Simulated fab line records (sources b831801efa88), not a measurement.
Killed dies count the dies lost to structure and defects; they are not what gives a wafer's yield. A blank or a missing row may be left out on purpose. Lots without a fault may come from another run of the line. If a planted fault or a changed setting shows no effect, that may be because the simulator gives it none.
Which of the tools did it? || flow sky130 || 33 wafers from 11 lots sampled at 5 of the route's 708 steps

## WHAT THE GAUGES READ, wafer by wafer
No reading from a measuring or inspecting step in the record can be judged against a usual standard deviation.

## EACH LOT AND THE TOOL THAT RAN IT (in order: tool; ch and the chambers of the sampled wafers; start)
{"lot": "L138", "SKY_METAL4_DESCUM_15": "rie_metal-03 ch 0, day 41 12:04", "SKY_METAL4_ETCH_16": "rie_metal-03 ch 0, day 41 12:08", "SKY_METAL5_DESCUM_14": "rie_metal-01 ch 0,1, day 43 14:12", "SKY_METAL5_STRIP_16": "plasma_asher-03 ch 0,1, day 43 14:28", "SKY_PAD_OPEN_PROBE_99": "-"}
{"lot": "L140", "SKY_METAL4_DESCUM_15": "rie_metal-03 ch 0, day 42 03:33", "SKY_METAL4_ETCH_16": "rie_metal-03 ch 0, day 42 03:35", "SKY_METAL5_DESCUM_14": "rie_metal-04 ch 0,1, day 44 04:09", "SKY_METAL5_STRIP_16": "plasma_asher-03 ch 0,1, day 44 04:31", "SKY_PAD_OPEN_PROBE_99": "-"}
{"lot": "L141", "SKY_METAL4_DESCUM_15": "rie_metal-02 ch 1, day 42 20:07", "SKY_METAL4_ETCH_16": "rie_metal-02 ch 1, day 42 20:15", "SKY_METAL5_DESCUM_14": "rie_metal-03 ch 0,1, day 44 20:06", "SKY_METAL5_STRIP_16": "plasma_asher-03 ch 0,1, day 44 20:23", "SKY_PAD_OPEN_PROBE_99": "-"}
{"lot": "L142", "SKY_METAL4_DESCUM_15": "rie_metal-04 ch 0,1, day 42 23:16", "SKY_METAL4_ETCH_16": "rie_metal-04 ch 0,1, day 42 23:18", "SKY_METAL5_DESCUM_14": "rie_metal-03 ch 0,1, day 44 23:07", "SKY_METAL5_STRIP_16": "plasma_asher-01 ch 0,1, day 44 23:23", "SKY_PAD_OPEN_PROBE_99": "-"}
{"lot": "L145", "SKY_METAL4_DESCUM_15": "rie_metal-04 ch 0,1, day 43 13:22", "SKY_METAL4_ETCH_16": "rie_metal-04 ch 0,1, day 43 13:25", "SKY_METAL5_DESCUM_14": "rie_metal-04 ch 0,1, day 45 12:12", "SKY_METAL5_STRIP_16": "plasma_asher-03 ch 0,1, day 45 12:29", "SKY_PAD_OPEN_PROBE_99": "-"}
{"lot": "L146", "SKY_METAL4_DESCUM_15": "rie_metal-03 ch 1, day 44 06:30", "SKY_METAL4_ETCH_16": "rie_metal-03 ch 1, day 44 06:32", "SKY_METAL5_DESCUM_14": "rie_metal-03 ch 0,1, day 46 04:35", "SKY_METAL5_STRIP_16": "plasma_asher-01 ch 0,1, day 46 04:52", "SKY_PAD_OPEN_PROBE_99": "-"}
{"lot": "L149", "SKY_METAL4_DESCUM_15": "rie_metal-03 ch 0,1, day 44 21:33", "SKY_METAL4_ETCH_16": "rie_metal-03 ch 0,1, day 44 21:36", "SKY_METAL5_DESCUM_14": "rie_metal-04 ch 0,1, day 46 18:52", "SKY_METAL5_STRIP_16": "plasma_asher-01 ch 0,1, day 46 19:10", "SKY_PAD_OPEN_PROBE_99": "-"}
{"lot": "L151", "SKY_METAL4_DESCUM_15": "rie_metal-04 ch 0,1, day 45 11:25", "SKY_METAL4_ETCH_16": "rie_metal-04 ch 0,1, day 45 11:28", "SKY_METAL5_DESCUM_14": "rie_metal-04 ch 0,1, day 47 07:13", "SKY_METAL5_STRIP_16": "plasma_asher-03 ch 0,1, day 47 07:31", "SKY_PAD_OPEN_PROBE_99": "-"}
{"lot": "L157", "SKY_METAL4_DESCUM_15": "rie_metal-03 ch 0,1, day 46 18:43", "SKY_METAL4_ETCH_16": "rie_metal-03 ch 0,1, day 46 18:45", "SKY_METAL5_DESCUM_14": "rie_metal-03 ch 0,1, day 48 12:37", "SKY_METAL5_STRIP_16": "plasma_asher-03 ch 0,1, day 48 12:53", "SKY_PAD_OPEN_PROBE_99": "prober-01, day 50 02:39"}
{"lot": "L158", "SKY_METAL4_DESCUM_15": "rie_metal-02 ch 0,1, day 47 06:05", "SKY_METAL4_ETCH_16": "rie_metal-02 ch 0,1, day 47 06:08", "SKY_METAL5_DESCUM_14": "rie_metal-01 ch 0,1, day 48 23:01", "SKY_METAL5_STRIP_16": "plasma_asher-03 ch 0,1, day 48 23:18", "SKY_PAD_OPEN_PROBE_99": "prober-02, day 50 12:06"}
{"lot": "L161", "SKY_METAL4_DESCUM_15": "rie_metal-02 ch 0,1, day 47 13:54", "SKY_METAL4_ETCH_16": "rie_metal-02 ch 0,1, day 47 13:56", "SKY_METAL5_DESCUM_14": "rie_metal-01 ch 0,1, day 49 06:43", "SKY_METAL5_STRIP_16": "plasma_asher-04 ch 0,1, day 49 06:59", "SKY_PAD_OPEN_PROBE_99": "-"}
- SKY_METAL4_DESCUM_15: chemistry O2, time 8 s.
- SKY_METAL4_ETCH_16: etches BARC in N2/H2, stops on SiO2, time 88.2 s, target depth 60 nm.
- SKY_METAL5_DESCUM_14: chemistry O2, time 11 s.
- SKY_METAL5_STRIP_16: strips in O2/N2.
- SKY_PAD_OPEN_PROBE_99

## WHAT THE TOOLS THEMSELVES READ (means of the sampled wafers that have a number; where no wafer has one, the mark that the record gives instead)
SKY_METAL4_DESCUM_15.
{"lot": "L138", "tool": "rie_metal-03", "drypump_motor_current_A (A)": 5.7, "oes_product_au (a.u.)": 1.004}
{"lot": "L140", "tool": "rie_metal-03", "drypump_motor_current_A (A)": 5.7, "oes_product_au (a.u.)": 1.007}
{"lot": "L141", "tool": "rie_metal-02", "drypump_motor_current_A (A)": 6.4, "oes_product_au (a.u.)": 1.000}
{"lot": "L142", "tool": "rie_metal-04", "drypump_motor_current_A (A)": 5.6, "oes_product_au (a.u.)": 0.995}
{"lot": "L145", "tool": "rie_metal-04", "drypump_motor_current_A (A)": 5.7, "oes_product_au (a.u.)": 1.001}
{"lot": "L146", "tool": "rie_metal-03", "drypump_motor_current_A (A)": 5.0, "oes_product_au (a.u.)": 1.017}
{"lot": "L149", "tool": "rie_metal-03", "drypump_motor_current_A (A)": 5.2, "oes_product_au (a.u.)": 1.009}
{"lot": "L151", "tool": "rie_metal-04", "drypump_motor_current_A (A)": 5.7, "oes_product_au (a.u.)": 0.996}
{"lot": "L157", "tool": "rie_metal-03", "drypump_motor_current_A (A)": 5.5, "oes_product_au (a.u.)": 1.004}
{"lot": "L158", "tool": "rie_metal-02", "drypump_motor_current_A (A)": 6.4, "oes_product_au (a.u.)": 1.002}
{"lot": "L161", "tool": "rie_metal-02", "drypump_motor_current_A (A)": 6.4, "oes_product_au (a.u.)": 0.998}

SKY_METAL4_ETCH_16.
{"lot": "L138", "tool": "rie_metal-03", "drypump_motor_current_A (A)": 5.7, "oes_product_au (a.u.)": 0.623, "throttle_valve_pct (%)": 13.211}
{"lot": "L140", "tool": "rie_metal-03", "drypump_motor_current_A (A)": 5.7, "oes_product_au (a.u.)": 0.619, "throttle_valve_pct (%)": 13.214}
{"lot": "L141", "tool": "rie_metal-02", "drypump_motor_current_A (A)": 6.4, "oes_product_au (a.u.)": 0.618, "throttle_valve_pct (%)": 13.209}
{"lot": "L142", "tool": "rie_metal-04", "drypump_motor_current_A (A)": 5.6, "oes_product_au (a.u.)": 0.620, "throttle_valve_pct (%)": 13.208}
{"lot": "L145", "tool": "rie_metal-04", "drypump_motor_current_A (A)": 5.6, "oes_product_au (a.u.)": 0.621, "throttle_valve_pct (%)": 13.205}
{"lot": "L146", "tool": "rie_metal-03", "drypump_motor_current_A (A)": 5.0, "oes_product_au (a.u.)": 0.625, "throttle_valve_pct (%)": 13.215}
{"lot": "L149", "tool": "rie_metal-03", "drypump_motor_current_A (A)": 5.2, "oes_product_au (a.u.)": 0.625, "throttle_valve_pct (%)": 13.214}
{"lot": "L151", "tool": "rie_metal-04", "drypump_motor_current_A (A)": 5.7, "oes_product_au (a.u.)": 0.622, "throttle_valve_pct (%)": 13.210}
{"lot": "L157", "tool": "rie_metal-03", "drypump_motor_current_A (A)": 5.5, "oes_product_au (a.u.)": 0.622, "throttle_valve_pct (%)": 13.207}
{"lot": "L158", "tool": "rie_metal-02", "drypump_motor_current_A (A)": 6.4, "oes_product_au (a.u.)": 0.624, "throttle_valve_pct (%)": 13.200}
{"lot": "L161", "tool": "rie_metal-02", "drypump_motor_current_A (A)": 6.4, "oes_product_au (a.u.)": 0.623, "throttle_valve_pct (%)": 13.196}

SKY_METAL5_DESCUM_14.
{"lot": "L138", "tool": "rie_metal-01", "drypump_motor_current_A (A)": 5.4, "oes_product_au (a.u.)": 1.001}
{"lot": "L140", "tool": "rie_metal-04", "drypump_motor_current_A (A)": 5.6, "oes_product_au (a.u.)": 0.999}
{"lot": "L141", "tool": "rie_metal-03", "drypump_motor_current_A (A)": 5.2, "oes_product_au (a.u.)": 1.010}
{"lot": "L142", "tool": "rie_metal-03", "drypump_motor_current_A (A)": 5.2, "oes_product_au (a.u.)": 1.005}
{"lot": "L145", "tool": "rie_metal-04", "drypump_motor_current_A (A)": 5.5, "oes_product_au (a.u.)": 1.002}
{"lot": "L146", "tool": "rie_metal-03", "drypump_motor_current_A (A)": 5.5, "oes_product_au (a.u.)": 1.002}
{"lot": "L149", "tool": "rie_metal-04", "drypump_motor_current_A (A)": 5.6, "oes_product_au (a.u.)": 1.000}
{"lot": "L151", "tool": "rie_metal-04", "drypump_motor_current_A (A)": 5.5, "oes_product_au (a.u.)": 1.000}
{"lot": "L157", "tool": "rie_metal-03", "drypump_motor_current_A (A)": 5.5, "oes_product_au (a.u.)": 1.003}
{"lot": "L158", "tool": "rie_metal-01", "drypump_motor_current_A (A)": 5.4, "oes_product_au (a.u.)": 1.004}
{"lot": "L161", "tool": "rie_metal-01", "drypump_motor_current_A (A)": 5.4, "oes_product_au (a.u.)": 1.010}

SKY_METAL5_STRIP_16.
{"lot": "L138", "tool": "plasma_asher-03", "drypump_motor_current_A (A)": 5.5, "oes_product_au (a.u.)": 0.706, "strip_time_to_endpoint_s (s)": 13.07}
{"lot": "L140", "tool": "plasma_asher-03", "drypump_motor_current_A (A)": 5.4, "oes_product_au (a.u.)": 0.705, "strip_time_to_endpoint_s (s)": 13.12}
{"lot": "L141", "tool": "plasma_asher-03", "drypump_motor_current_A (A)": 5.4, "oes_product_au (a.u.)": 0.708, "strip_time_to_endpoint_s (s)": 12.90}
{"lot": "L142", "tool": "plasma_asher-01", "drypump_motor_current_A (A)": 5.4, "oes_product_au (a.u.)": 0.712, "strip_time_to_endpoint_s (s)": 12.94}
{"lot": "L145", "tool": "plasma_asher-03", "drypump_motor_current_A (A)": 5.4, "oes_product_au (a.u.)": 0.712, "strip_time_to_endpoint_s (s)": 13.21}
{"lot": "L146", "tool": "plasma_asher-01", "drypump_motor_current_A (A)": 5.4, "oes_product_au (a.u.)": 0.708, "strip_time_to_endpoint_s (s)": 13.11}
{"lot": "L149", "tool": "plasma_asher-01", "drypump_motor_current_A (A)": 5.4, "oes_product_au (a.u.)": 0.712, "strip_time_to_endpoint_s (s)": 13.03}
{"lot": "L151", "tool": "plasma_asher-03", "drypump_motor_current_A (A)": 5.6, "oes_product_au (a.u.)": 0.708, "strip_time_to_endpoint_s (s)": 12.99}
{"lot": "L157", "tool": "plasma_asher-03", "drypump_motor_current_A (A)": 5.6, "oes_product_au (a.u.)": 0.710, "strip_time_to_endpoint_s (s)": 12.94}
{"lot": "L158", "tool": "plasma_asher-03", "drypump_motor_current_A (A)": 5.6, "oes_product_au (a.u.)": 0.710, "strip_time_to_endpoint_s (s)": 13.08}
{"lot": "L161", "tool": "plasma_asher-04", "drypump_motor_current_A (A)": 5.8, "oes_product_au (a.u.)": 0.712, "strip_time_to_endpoint_s (s)": 13.00}

SKY_PAD_OPEN_PROBE_99.
{"lot": "L157", "tool": "prober-01", "defect_limited_yield (%)": 74.6, "killed_at_M0_to_M3": 42, "killed_at_M4_up": 39.3, "killed_at_contacts": 26, "killed_at_front_end": 17, "killed_at_other": 0.3, "killed_dies": 125, "killed_open": 48, "killed_short": 41, "sort_bin_3_pad_short (%)": 2.6, "sort_bin_5_function (%)": 15.5, "sort_bin_6_memory (%)": 7.3, "sort_n_pass": 367, "sort_yield_pct (%)": 74.6}
{"lot": "L158", "tool": "prober-02", "defect_limited_yield (%)": 78.0, "killed_at_M0_to_M3": 35, "killed_at_M4_up": 38.3, "killed_at_contacts": 22, "killed_at_front_end": 13, "killed_at_other": 0.0, "killed_dies": 108, "killed_open": 38, "killed_short": 35, "sort_bin_3_pad_short (%)": 3.1, "sort_bin_5_function (%)": 12.8, "sort_bin_6_memory (%)": 6.1, "sort_n_pass": 384, "sort_yield_pct (%)": 78.0}

## THE ANSWER, worked out from the rows above alone
Rule: usual is defined by the lots themselves. The widest of any qualifying gaps counts: lots, ordered by their means at a reading, are off when they make up no more than a third of the lots, leave a main group of 4 or more, and stand apart from it by 3 or more times the standard deviation of that group's means. A main group is skipped when, at the precision printed for the reading in the tables above, its means are all equal. A lot without any number at a reading at which 4 lots or more have one is off too. Any other lot the step has rows for is counted as sound. The gauges are gone through in route order, then the tools' own readings, and for those a lot's mean is taken as printed above. The first step at which some lot is off is used, and at that step the reading that is off furthest; a lot without a number counts as furthest.
None of the lots is off at any reading shown; this tells nothing.

## WHAT THE SIMULATOR PUT IN
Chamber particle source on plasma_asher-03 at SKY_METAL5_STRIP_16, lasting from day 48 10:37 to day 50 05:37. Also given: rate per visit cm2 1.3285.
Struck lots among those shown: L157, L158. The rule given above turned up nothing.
